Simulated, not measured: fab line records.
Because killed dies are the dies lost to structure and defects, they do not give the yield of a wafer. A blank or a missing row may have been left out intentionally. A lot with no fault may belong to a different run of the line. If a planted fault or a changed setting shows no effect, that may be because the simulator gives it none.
Which tool was responsible? | flow sky130 | 33 wafers from 11 lots sampled at 3 of the route's 708 steps

WHAT EACH GAUGE READ, for each wafer
SKY_SONOS_TUNNEL_CD_MEAS_07 targets a cd of 410 nm.
lot  | measured     | on       | cdNm (nm)
L152 | day 11 11:54 | cdSem-02 | 414.8 413.3 413.5
L153 | day 11 17:38 | cdSem-02 | 410.8 410.4 411.8
L154 | day 12 01:32 | cdSem-02 | 412.5 410.6 411.0
L158 | day 13 10:21 | cdSem-02 | 411.1 408.6 408.2
L160 | day 13 20:08 | cdSem-02 | 405.9 407.1 405.5
L162 | day 14 12:20 | cdSem-02 | 411.6 410.5 414.2
L164 | day 15 03:08 | cdSem-02 | - - -
L167 | day 16 05:04 | cdSem-02 | 406.7 407.5 407.9
L168 | day 16 12:05 | cdSem-01 | 404.1 403.7 407.3
L170 | day 17 04:16 | cdSem-02 | 408.3 408.9 404.8
L175 | day 18 18:06 | cdSem-01 | 410.3 408.8 409.1

SKY_SONOS_TUNNEL_TW_MEAS_12.
lot  | measured     | on           | SONOS_TUNNEL_TW
L152 | day 11 12:28 | filmMetro-01 | 199.2 199.8 199.3
L153 | day 11 18:11 | filmMetro-02 | 197.9 197.9 197.6
L154 | day 12 02:07 | filmMetro-04 | 198.0 197.6 199.2
L158 | day 13 10:55 | filmMetro-02 | 199.1 198.9 198.7
L160 | day 13 20:43 | filmMetro-04 | 199.2 198.4 198.9
L162 | day 14 12:55 | filmMetro-01 | 198.8 198.4 199.6
L164 | day 15 03:40 | filmMetro-02 | 30.3 30.2 30.1 30.3 30.3 30.1
L167 | day 16 05:37 | filmMetro-04 | 199.3 199.3 199.1
L168 | day 16 12:39 | filmMetro-04 | 198.8 199.7 198.6
L170 | day 17 04:49 | filmMetro-04 | 196.1 196.7 197.1
L175 | day 18 18:39 | filmMetro-04 | 196.1 196.7 197.0

WHAT TOOL EACH LOT RAN ON (gives the tool, then ch and the chambers of the sampled wafers, and finally the start)
lot  | SKY_SONOS_TUNNEL_EXPOSE_04
L152 | ilineStepper-01 ch 0, day 11 00:02
L153 | ilineStepper-02 ch 0, day 11 05:35
L154 | ilineStepper-02 ch 0, day 11 13:56
L158 | ilineStepper-01 ch 0, day 12 21:21
L160 | ilineStepper-01 ch 0, day 13 06:55
L162 | ilineStepper-01 ch 0, day 13 23:56
L164 | ilineStepper-02 ch 0, day 14 14:50
L167 | ilineStepper-02 ch 0, day 15 15:45
L168 | ilineStepper-01 ch 0, day 15 22:01
L170 | ilineStepper-01 ch 0, day 16 15:01
L175 | ilineStepper-01 ch 0, day 18 03:54
- SKY_SONOS_TUNNEL_EXPOSE_04: exposes mask TUNM, target cd 410 nm.

AS READ BY THE TOOLS THEMSELVES (means over the sampled wafers that have a number; for cases with no such wafer, the mark the record gives instead)
SKY_SONOS_TUNNEL_EXPOSE_04.
lot  | tool            | focusOffsetNm (nm)
L152 | ilineStepper-01 | -0.3
L153 | ilineStepper-02 | -0.3
L154 | ilineStepper-02 | 0.2
L158 | ilineStepper-01 | 0.1
L160 | ilineStepper-01 | 0.1
L162 | ilineStepper-01 | -0.6
L164 | ilineStepper-02 | -0.1
L167 | ilineStepper-02 | 0.8
L168 | ilineStepper-01 | -0.6
L170 | ilineStepper-01 | -0.1
L175 | ilineStepper-01 | 0.2

THE ANSWER, worked out from the rows above alone
Rule: what is usual is taken from the lots themselves. Put in order of their means at a reading, lots are off if they are a third of the lots or fewer, leave a main group of 4 or more, and stand apart from it by a gap of 3 or more times the standard deviation of the main group's means; of several such gaps the widest counts. A main group is skipped when, at the precision printed for the reading in the tables above, its means are all equal. A lot without any number at a reading at which 4 lots or more have one is off too. Where the step has rows for the other lots, those lots are counted as sound. The gauges are gone through in route order, then the tools' own readings, and for those a lot's mean is taken as printed above. The first step at which some lot is off is used, and at that step the reading that is off furthest; a lot without a number counts as furthest.
Off: L164, at SKY_SONOS_TUNNEL_CD_MEAS_07 (cdNm). Without a number there: L164. Mean 409.3 nm and standard deviation 2.7 in the main group.
If a tool, at a process step before that reading, ran all the lots that are off and no sound lot after the first of them, it fits. The gauges at SKY_SONOS_TUNNEL_CD_MEAS_07 aren't tried: what is off there is off at SKY_SONOS_TUNNEL_TW_MEAS_12 too, on other tools, and a gauge's error can't cause that. Of those tried, none fits.

WHAT THE SIMULATOR PUT IN
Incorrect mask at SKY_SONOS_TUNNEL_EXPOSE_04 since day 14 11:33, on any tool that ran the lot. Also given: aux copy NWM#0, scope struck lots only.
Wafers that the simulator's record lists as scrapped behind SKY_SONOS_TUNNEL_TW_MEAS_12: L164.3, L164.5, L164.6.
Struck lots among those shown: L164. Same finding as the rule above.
